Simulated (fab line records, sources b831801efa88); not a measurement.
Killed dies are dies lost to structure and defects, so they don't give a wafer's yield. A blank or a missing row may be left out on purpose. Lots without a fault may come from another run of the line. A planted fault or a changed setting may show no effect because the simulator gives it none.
fab line records | flow sky130
record lots=6 wafers=18 last_day=50
route steps=708 shown CONTACT@422 METAL1@434 PAD_OPEN@708
lots that met no fault: from a run of the same line without faults
start_h: hours from the record's first day to the start of the lot's first wafer shown | wait_h: hours since the lot's step before | " the same as in the row above | L1.1+2: a row that stands for several wafers | - no value, or no start given | * or withheld: withheld | < > ~ a bound
route shown NAME@n: a module of which the file shows steps, and the number in the route of the first | usual: mean/standard deviation of fault-free wafers | same: alike in all rows | chamber/n: place in a boat | sites: the reading at each site | _std_site: their standard deviation | _edge_site: outer sites' mean less inner sites' | radius_mm: how far each site lies from the wafer's centre | mask NAME#n: copy n | behind: the tool/chamber that last shaped the wafer | hold: why the lot was held/for how many hours/how that ended | device: the transistor (n, p or np) that didn't switch | end of line: the same wafers' tests at the end of the route | a step without rows: its recipe alone | killed: dies lost to structure and defects at the first sort, not the wafer's yield | map: a wafer's dies, x killed, . not, _ none there
set.NAME: the setting as run; set.NAME@STEP: as run at that earlier step | model.NAME: the simulator's own value behind a step, which no gauge read
lots at some steps of the route; a table a step, a row a wafer
services: from which hour (start_h, from the record's first day; less than 0 if before it) a tool's chamber was out of use, for how many hours, and why
## steps
# step SKY_CONTACT_ETCH_16
# recipe chemistry=N2/H2 target=BARC ion_energy_ev=200 source_w=500 bias_w=100 pressure_mtorr=30 n2_flow_sccm=100 h2_flow_sccm=200 stop_on=SiO2 time_s=45.9 target_depth_a=600
# usual drypump_motor_current_A=5.7/0.36 oes_product_au=0.855/0.0054 throttle_valve_pct=13.226/0.0092
# columns lot.wafer tool chamber start_h wait_h drypump_motor_current_A oes_product_au rf_hours_counter_h throttle_valve_pct
L706.1 rie_diel-02 0 789.63 0.0 5.6 0.851 12 13.207
L706.3 " 3 " " 5.8 0.854 9 13.239
L706.5 " 3 " " 5.8 0.862 - 13.230
L712.3 rie_diel-03 2 830.35 0.0 5.4 0.863 9 13.230
L712.5 " 2 " " 5.3 0.860 - 13.240
L712.6 " 1 " " 6.4 0.863 - 13.229
L713.1 rie_diel-02 2 840.33 0.0 5.6 0.861 0 13.227
L713.3 " 0 " " 5.6 0.849 14 13.239
L713.4 " 1 " " 5.4 0.839 4 13.239
L720.4 rie_diel-04 2 891.78 0.0 5.7 0.860 21 13.224
L720.5 " 0 " " 6.1 0.853 - 13.230
L720.6 " 1 " " 5.9 0.846 - 13.226
L721.1 rie_diel-03 3 900.10 0.0 5.5 0.852 6 13.213
L721.2 " 0 " " 6.6 0.862 13 13.239
L721.3 " 2 " " 5.4 0.855 11 13.228
L723.3 rie_diel-02 1 910.23 0.0 5.4 0.857 7 13.225
L723.4 " 0 " " 5.6 0.858 17 13.249
L723.5 " 2 " " 5.6 0.859 - 13.223
# step SKY_CONTACT_ETCH_17
# recipe target=SiO2 chemistry=C4F8/O2/Ar stop_on=Si3N4 mask_material=KrF-thick source_w=1500 bias_w=1200 pressure_mtorr=40 c4f8_flow_sccm=withheld O2_flow_sccm=6 Ar_flow_sccm=300 time_s=withheld target_depth_a=3400
# usual oes_product_au=0.892/0.0049
# columns lot.wafer tool chamber start_h wait_h oes_product_au
L706.1 rie_diel-02 0 789.67 0.0 0.891
L706.3 " 3 " " 0.893
L706.5 " 3 " " 0.883
L712.3 rie_diel-03 2 830.39 0.0 0.897
L712.5 " 2 " " 0.897
L712.6 " 1 " " 0.895
L713.1 rie_diel-02 2 840.37 0.0 0.896
L713.3 " 0 " " 0.891
L713.4 " 1 " " 0.895
L720.4 rie_diel-04 2 891.82 0.0 0.892
L720.5 " 0 " " 0.897
L720.6 " 1 " " 0.902
L721.1 rie_diel-03 3 900.14 0.0 0.880
L721.2 " 0 " " 0.899
L721.3 " 2 " " 0.899
L723.3 rie_diel-02 1 910.27 0.0 0.896
L723.4 " 0 " " 0.890
L723.5 " 2 " " 0.895
# step SKY_CONTACT_ETCH_18
# recipe target=Si3N4 chemistry=CHF3/O2 stop_on=TiN source_w=600 bias_w=200 pressure_mtorr=40 chf3_flow_sccm=50 O2_flow_sccm=5 time_s=39 target_depth_a=750
# step SKY_CONTACT_STRIP_19
# recipe chemistry=O2/N2 power_w=1400 pressure_mtorr=1500 platen_temp_c=withheld o2_flow_sccm=3000 n2_flow_sccm=300 overash_fraction=0.5
# usual drypump_motor_current_A=5.8/0.5 oes_product_au=0.381/0.0047 strip_time_to_endpoint_s=3.62/0.035
# same overash_fraction=0.5
# columns lot.wafer tool chamber start_h wait_h drypump_motor_current_A oes_product_au rf_hours_counter_h strip_time_to_endpoint_s
L706.1 plasma_asher-02 0 789.76 - 6.4 0.379 5 3.65
L706.3 " 0 " " 6.4 0.370 - 3.63
L706.5 " 1 " " 5.1 0.375 - 3.57
L712.3 plasma_asher-02 0 830.52 - 6.4 0.381 - 3.64
L712.5 " 0 " " 6.4 0.381 - 3.65
L712.6 " 1 " " 5.0 0.382 - 3.60
L713.1 plasma_asher-02 0 840.46 - 6.4 0.392 11 3.70
L713.3 " 0 " " 6.4 0.373 - 3.62
L713.4 " 1 " " 5.1 0.384 - 3.66
L720.4 plasma_asher-02 0 891.95 - 6.4 0.377 - 3.64
L720.5 " 1 " " 5.0 0.382 - 3.66
L720.6 " 0 " " 6.4 0.386 - 3.57
L721.1 plasma_asher-04 1 900.23 - 6.3 0.385 73 3.57
L721.2 " 0 " " 6.1 0.379 73 3.63
L721.3 " 1 " " 6.3 0.385 - 3.66
L723.3 plasma_asher-02 0 910.39 - 6.4 0.385 - 3.67
L723.4 " 1 " " 5.0 0.376 - 3.64
L723.5 " 0 " " 6.4 0.386 - 3.69
# step SKY_CONTACT_STRIP_20
# recipe chemistry=post_etch_residue_remover time_s=1200 temp_c=72.5
# step SKY_CONTACT_CLEAN_21
# recipe chemistry=IPA time_s=180 temp_c=25
# step SKY_CONTACT_CLEAN_22
# recipe chemistry=O3/DIW dry=n2_spin
# step SKY_CONTACT_SPUTTER_23
# recipe material=TiN target_thk_nm=20 chamber_pressure_pa=5 power_w=4000 time_s=80
# step SKY_CONTACT_CVD_24
# recipe material=W target_thk_nm=340 time_s=102.12 temp_c=400 pressure_torr=40
# usual heater_power_w=849/82
# columns lot.wafer tool chamber start_h wait_h heater_power_w
L706.1 cvd_w-02 0 790.41 0.0 743
L706.3 " 0 " " 702
L706.5 " 0 " " 707
L712.3 cvd_w-02 1 831.17 0.1 866
L712.5 " 1 " " 877
L712.6 " 0 " " 733
L713.1 cvd_w-01 1 841.46 0.0 946
L713.3 " 0 " " 835
L713.4 " 1 " " 951
L720.4 cvd_w-01 0 892.64 0.1 840
L720.5 " 0 " " 816
L720.6 " 1 " " 929
L721.1 cvd_w-02 0 900.92 0.0 708
L721.2 " 1 " " 892
L721.3 " 0 " " 707
L723.3 cvd_w-02 1 911.06 0.1 911
L723.4 " 0 " " 701
L723.5 " 1 " " 876
# step SKY_CONTACT_RS_MEAS_25
# recipe thk_meas_gauge=four-point-probe reads=W_of_CONTACT_CVD_24+TiN_of_CONTACT_SPUTTER_23
# usual CONTACT_W_RS=0.337/0.0037
# columns lot.wafer tool chamber start_h wait_h CONTACT_W_RS[ohm/sq]
L706.1 film_metro-01 - 790.52 0.1 0.338
L706.3 " - " " 0.336
L706.5 " - " " 0.337
L712.3 film_metro-01 - 831.29 0.1 0.338
L712.5 " - " " 0.334
L712.6 " - " " 0.333
L713.1 film_metro-04 - 841.57 0.1 0.332
L713.3 " - " " 0.341
L713.4 " - " " 0.332
L720.4 film_metro-02 - 892.77 0.1 0.338
L720.5 " - " " 0.339
L720.6 " - " " 0.335
L721.1 film_metro-04 - 901.03 0.1 0.340
L721.2 " - " " 0.340
L721.3 " - " " 0.344
L723.3 film_metro-01 - 911.17 0.1 0.335
L723.4 " - " " 0.335
L723.5 " - " " 0.336
# step SKY_CONTACT_THK_MEAS_26
# recipe thk_meas_gauge=xrf reads=W_of_CONTACT_CVD_24
# usual CONTACT_W_THK=345/3.9
# columns lot.wafer tool chamber start_h wait_h CONTACT_W_THK[nm]
L706.1 film_metro-01 - 790.64 0.1 344
L706.3 " - " " 344
L706.5 " - " " 345
L712.3 film_metro-01 - 831.39 0.1 341
L712.5 " - " " 347
L712.6 " - " " 350
L713.1 film_metro-04 - 841.69 0.1 348
L713.3 " - " " 338
L713.4 " - " " 348
L720.4 film_metro-02 - 892.86 0.1 343
L720.5 " - " " 342
L720.6 " - " " 349
L721.1 film_metro-04 - 901.15 0.1 343
L721.2 " - " " 346
L721.3 " - " " 343
L723.3 film_metro-01 - 911.27 0.1 346
L723.4 " - " " 346
L723.5 " - " " 344
# step SKY_CONTACT_CMP_27
# recipe stop_on=SiO2 t_overpolish_s=15 down_force_psi=3.5 platen_rpm=60 target_thk_nm=0 pad_velocity_m_s=0.94248
# step SKY_METAL1_SPUTTER_00
# recipe material=Ti target_thk_nm=15 power_w=3000 time_s=10 chamber_pressure_pa=0.4
# usual cathode_dc_power_W=3000.0/0.51 chamber_pressure_pa=0.4002/0.00078 throttle_valve_pct=29.7/0.92
# columns lot.wafer tool chamber start_h wait_h cathode_dc_power_W chamber_pressure_pa throttle_valve_pct
L706.1 pvd_sputter-02 - 791.00 0.1 3000.1 0.4008 29.9
L706.3 " - " " 2999.5 0.3985 28.5
L706.5 " - " " 3000.2 0.4012 29.2
L712.3 pvd_sputter-04 - 831.73 0.2 2999.5 0.4004 27.4
L712.5 " - " " 3000.5 0.4012 30.6
L712.6 " - " " 3000.1 0.3992 30.4
L713.1 pvd_sputter-01 - 842.05 0.2 3000.5 0.3996 28.9
L713.3 " - " " 3000.0 0.4003 29.7
L713.4 " - " " 2999.3 0.3995 29.9
L720.4 pvd_sputter-01 - 893.19 0.2 - - -
L720.5 " - " " - - -
L720.6 " - " " - - -
L721.1 pvd_sputter-04 - 901.51 0.1 - - -
L721.2 " - " " - - -
L721.3 " - " " - - -
L723.3 pvd_sputter-01 - 911.61 0.2 3000.2 0.4003 30.3
L723.4 " - " " 2999.7 0.4013 28.9
L723.5 " - " " 2999.5 0.3999 29.9
# step SKY_METAL1_SPUTTER_01
# recipe material=TiN target_thk_nm=20 power_w=6500 time_s=16.7 chamber_pressure_pa=0.4
# usual cathode_dc_power_W=6500.0/1.1 chamber_pressure_pa=0.4001/0.00082 throttle_valve_pct=29.7/0.93
# columns lot.wafer tool chamber start_h wait_h cathode_dc_power_W chamber_pressure_pa throttle_valve_pct
L706.1 pvd_sputter-02 - 791.02 0.0 6501.5 0.4010 30.0
L706.3 " - " " 6500.2 0.4000 28.7
L706.5 " - " " 6501.5 0.4016 29.5
L712.3 pvd_sputter-04 - 831.75 0.0 6498.2 0.3995 27.4
L712.5 " - " " 6499.2 0.3993 30.4
L712.6 " - " " 6501.4 0.4006 30.5
L713.1 pvd_sputter-01 - 842.07 0.0 6499.5 0.3993 29.0
L713.3 " - " " 6500.1 0.4007 29.6
L713.4 " - " " 6499.3 0.3992 30.0
L720.4 pvd_sputter-01 - 893.21 0.0 6499.6 0.4010 28.9
L720.5 " - " " 6499.8 0.3995 30.0
L720.6 " - " " 6501.2 0.4012 28.7
L721.1 pvd_sputter-04 - 901.53 0.0 6499.6 0.3996 30.8
L721.2 " - " " 6500.1 0.4006 30.3
L721.3 " - " " 6500.7 0.3997 27.7
L723.3 pvd_sputter-01 - 911.63 0.0 6500.8 0.4001 29.6
L723.4 " - " " 6500.4 0.3997 29.0
L723.5 " - " " 6500.5 0.3989 29.8
# step SKY_PAD_OPEN_PROBE_99
# usual defect_limited_yield=82.5/1.7 killed_at_M0_to_M3=43/6.7 killed_at_M4_up=3.2/1.8 killed_at_contacts=24/4.8 killed_at_front_end=16/4.2 killed_at_other=0.3/0.56 killed_dies=86/8.5 killed_open=47/6.7 killed_short=39/6 sort_bin_3_pad_short=0.9/0.45 sort_bin_5_function=10.3/1.6 sort_bin_6_memory=6.3/1 sort_n_pass=406/8.5 sort_yield_pct=82.5/1.7
# same gross_dies=492 killed_at_back_side=0 sort_bin_4_leakage[%]=0 sort_bin_8_speed[%]=0
# columns lot.wafer tool chamber start_h wait_h defect_limited_yield[%] killed_at_M0_to_M3 killed_at_M4_up killed_at_contacts killed_at_front_end killed_at_other killed_dies killed_open killed_short sort_bin_3_pad_short[%] sort_bin_5_function[%] sort_bin_6_memory[%] sort_n_pass sort_yield_pct[%] model.etest.mcon_chain.rc_ohm
L706.1 prober-01 - 1115.53 0.1 81.7 52 3 22 12 1 90 48 42 0.8 11.8 5.7 402 81.7 16.48
L706.3 prober-01 - 1115.63 0.2 79.3 51 3 25 20 3 102 52 48 1.4 13.6 5.7 390 79.3 16.73
L706.5 prober-01 - 1115.73 0.2 84.1 35 3 20 19 1 78 39 39 0.6 9.1 6.1 414 84.1 16.57
L712.3 prober-01 - 1145.06 0.2 82.5 48 5 21 12 0 86 45 41 0.8 12.0 4.7 406 82.5 16.48
L712.5 prober-01 - 1145.16 0.2 83.5 32 5 24 20 0 81 47 34 1.4 10.6 4.5 411 83.5 16.63
L712.6 prober-01 - 1145.21 0.2 81.3 41 4 36 11 0 92 45 47 0.8 12.4 5.5 400 81.3 15.64
L713.1 prober-02 - 1151.95 0.1 85.0 28 6 29 11 0 74 49 25 0.4 8.7 5.9 418 85.0 16.13
L713.3 prober-02 - 1152.05 0.2 82.3 43 0 25 19 0 87 57 30 0.4 11.8 5.5 405 82.3 16.31
L713.4 prober-02 - 1152.10 0.2 82.1 43 4 27 14 0 88 49 39 1.6 10.4 5.9 404 82.1 16.14
L720.4 prober-01 - 1191.06 0.2 80.5 58 4 22 12 0 96 56 40 1.0 11.4 7.1 396 80.5 18.98
L720.5 prober-01 - 1191.11 0.2 83.7 44 3 20 13 0 80 42 38 0.2 10.8 5.3 412 83.7 18.19
L720.6 prober-01 - 1191.16 0.2 80.9 43 2 24 25 0 94 51 42 1.2 12.6 5.3 398 80.9 17.91
L721.1 prober-02 - 1192.92 0.1 80.5 49 4 23 20 0 96 53 43 1.0 12.4 6.1 396 80.5 17.69
L721.2 prober-02 - 1192.97 0.1 83.1 45 1 23 13 1 83 44 39 1.2 10.6 5.1 409 83.1 17.77
L721.3 prober-02 - 1193.02 0.2 80.7 50 2 21 22 0 95 50 45 1.2 9.8 8.3 397 80.7 17.94
L723.3 prober-02 - 1197.93 0.2 83.1 42 4 20 17 0 83 51 31 1.2 12.0 3.7 409 83.1 17.29
L723.4 prober-02 - 1197.98 0.2 79.7 45 6 24 25 0 100 52 47 1.2 10.2 8.9 392 79.7 16.33
L723.5 prober-02 - 1198.03 0.2 83.1 42 3 24 14 0 83 43 39 1.2 10.6 5.1 409 83.1 15.78
# killed by level:class
L706.1 VIA1:geometric_particle:open=13 CONTACT:geometric_particle:open=9 VIA3:geometric_particle:open=8 METAL1:geometric_particle:short=6 POLY_GATE:geometric_particle:short=4 LOCAL_INTERCONNECT:geometric_particle:short=4 VIA2:geometric_particle:open=4 VIA1:geometric_particle:short=4
L706.3 VIA1:geometric_particle:open=13 VIA3:geometric_particle:open=8 CONTACT:geometric_particle:open=7 METAL2:geometric_particle:short=7 VIA2:geometric_particle:open=7 LOCAL_INTERCONNECT:geometric_particle:short=6 FIELD_ISO:geometric_particle:short=5 CONTACT:geometric_particle:short=5
L706.5 LI_CONTACT:geometric_particle:open=7 VIA2:geometric_particle:open=6 CONTACT:geometric_particle:short=5 VIA1:geometric_particle:open=5 METAL2:geometric_particle:short=5 FIELD_ISO:geometric_particle:short=4 CONTACT:geometric_particle:open=4 METAL2:geometric_particle:open=4
L712.3 VIA1:geometric_particle:open=10 CONTACT:geometric_particle:open=7 VIA2:geometric_particle:open=7 CONTACT:geometric_particle:short=6 VIA1:geometric_particle:short=6 VIA3:geometric_particle:open=6 LI_CONTACT:geometric_particle:open=5 METAL1:geometric_particle:short=5
L712.5 LI_CONTACT:geometric_particle:open=8 VIA1:geometric_particle:open=8 POLY_GATE:geometric_particle:open=7 CONTACT:geometric_particle:short=7 CONTACT:geometric_particle:open=6 VIA2:geometric_particle:short=5 FIELD_ISO:geometric_particle:open=4 FIELD_ISO:geometric_particle:short=4
L712.6 CONTACT:geometric_particle:open=12 VIA1:geometric_particle:open=10 LI_CONTACT:geometric_particle:open=8 CONTACT:geometric_particle:short=7 METAL2:geometric_particle:short=7 FIELD_ISO:geometric_particle:short=5 LI_CONTACT:geometric_particle:short=5 METAL1:geometric_particle:short=5
L713.1 CONTACT:geometric_particle:open=15 VIA1:geometric_particle:open=10 LI_CONTACT:geometric_particle:open=7 METAL4:geometric_particle:short=6 LI_CONTACT:geometric_particle:short=4 FIELD_ISO:geometric_particle:short=3 POLY_GATE:geometric_particle:open=3 METAL1:geometric_particle:open=3
L713.3 VIA1:geometric_particle:open=14 CONTACT:geometric_particle:open=10 VIA3:geometric_particle:open=8 FIELD_ISO:geometric_particle:short=5 LI_CONTACT:geometric_particle:open=5 POLY_GATE:geometric_particle:open=5 VIA2:geometric_particle:open=5 FIELD_ISO:geometric_particle:open=4
L713.4 VIA1:geometric_particle:open=13 LI_CONTACT:geometric_particle:open=9 CONTACT:geometric_particle:open=8 METAL2:geometric_particle:short=7 VIA2:geometric_particle:open=7 POLY_GATE:geometric_particle:short=6 METAL1:geometric_particle:short=5 CONTACT:geometric_particle:short=4
L720.4 VIA1:geometric_particle:open=14 VIA2:geometric_particle:open=12 VIA1:geometric_particle:short=10 LI_CONTACT:geometric_particle:open=7 VIA3:geometric_particle:open=6 POLY_GATE:geometric_particle:short=5 LOCAL_INTERCONNECT:geometric_particle:short=5 CONTACT:geometric_particle:open=5
L720.5 VIA1:geometric_particle:open=12 CONTACT:geometric_particle:open=8 VIA2:geometric_particle:open=7 FIELD_ISO:geometric_particle:open=5 METAL2:geometric_particle:short=5 VIA2:geometric_particle:short=5 LI_CONTACT:geometric_particle:open=4 FIELD_ISO:geometric_particle:short=3
L720.6 VIA1:geometric_particle:open=12 FIELD_ISO:geometric_particle:short=7 POLY_GATE:geometric_particle:open=7 POLY_GATE:geometric_particle:short=7 VIA3:geometric_particle:open=7 VIA2:geometric_particle:open=6 LOCAL_INTERCONNECT:geometric_particle:short=6 VIA1:geometric_particle:short=6
L721.1 VIA1:geometric_particle:open=11 VIA1:geometric_particle:short=9 CONTACT:geometric_particle:open=9 POLY_GATE:geometric_particle:open=6 VIA3:geometric_particle:open=6 VIA3:geometric_particle:short=5 LOCAL_INTERCONNECT:geometric_particle:short=5 METAL1:geometric_particle:short=5
L721.2 VIA1:geometric_particle:open=12 CONTACT:geometric_particle:open=8 FIELD_ISO:geometric_particle:short=6 VIA3:geometric_particle:open=6 LI_CONTACT:geometric_particle:open=5 VIA1:geometric_particle:short=5 CONTACT:geometric_particle:short=4 METAL2:geometric_particle:short=4
L721.3 VIA3:geometric_particle:open=11 CONTACT:geometric_particle:open=9 VIA1:geometric_particle:open=7 FIELD_ISO:geometric_particle:open=6 POLY_GATE:geometric_particle:short=6 LOCAL_INTERCONNECT:geometric_particle:short=6 VIA1:geometric_particle:short=6 METAL2:geometric_particle:short=6
L723.3 CONTACT:geometric_particle:open=10 VIA1:geometric_particle:open=9 VIA2:geometric_particle:open=8 VIA3:geometric_particle:open=7 FIELD_ISO:geometric_particle:short=5 VIA3:geometric_particle:short=5 VIA2:geometric_particle:short=4 LI_CONTACT:geometric_particle:open=4
L723.4 CONTACT:geometric_particle:open=9 VIA1:geometric_particle:open=9 VIA2:geometric_particle:open=8 FIELD_ISO:geometric_particle:short=7 LOCAL_INTERCONNECT:geometric_particle:short=7 VIA1:geometric_particle:short=7 LI_CONTACT:geometric_particle:open=6 METAL4:geometric_particle:short=5
L723.5 CONTACT:geometric_particle:open=10 VIA2:geometric_particle:open=7 VIA1:geometric_particle:open=7 METAL3:geometric_particle:short=7 LI_CONTACT:geometric_particle:open=5 FIELD_ISO:geometric_particle:short=4 CONTACT:geometric_particle:short=4 METAL1:geometric_particle:short=4
## services
# columns tool chamber start_h hours kind
plasma_asher-02 - 770.56 0.5 repair
rie_diel-04 2 771.32 3.8 repair
plasma_asher-04 - 775.66 28.1 pm
pvd_sputter-01 2 782.98 - consumable_replace:kit
pvd_sputter-01 2 782.98 18.0 scheduled_down
pvd_sputter-01 2 782.98 18.0 vent_cycle
rie_diel-02 1 788.75 9.7 repair
rie_diel-03 2 793.93 12.4 repair
plasma_asher-04 - 803.76 15.6 pm
rie_diel-02 2 813.02 - clean
rie_diel-02 2 813.02 17.6 scheduled_down
rie_diel-02 2 813.02 17.6 vent_cycle
pvd_sputter-04 0 815.39 - consumable_replace:kit
pvd_sputter-04 0 815.39 18.0 scheduled_down
pvd_sputter-04 0 815.39 18.0 vent_cycle
plasma_asher-02 - 841.07 5.9 repair
rie_diel-02 2 845.49 4.1 repair
pvd_sputter-02 0 872.55 - consumable_replace:kit
pvd_sputter-02 0 872.55 18.0 scheduled_down
pvd_sputter-02 0 872.55 18.0 vent_cycle
rie_diel-02 0 890.25 9.2 repair
rie_diel-03 1 892.70 13.3 repair
cvd_w-01 - 904.00 14.0 pm
rie_diel-04 - 910.08 2.8 pm
## key
first_sign step=SKY_METAL1_SPUTTER_00 reading=tool_record direction=missing
effect none on later readings
model_effect step=SKY_PAD_OPEN_PROBE_99 value=etest.mcon_chain.rc_ohm without=16.73 struck=18.08
met_at SKY_METAL1_SPUTTER_00
struck_wafers L720.4,L720.5,L720.6,L721.1,L721.2,L721.3
onset_between 842.05 893.19
fault kind=skipped_step_whole tool=pvd_sputter-01,pvd_sputter-04 chamber=- onset_h=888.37 steps=SKY_METAL1_SPUTTER_00 scope=struck_lots_only
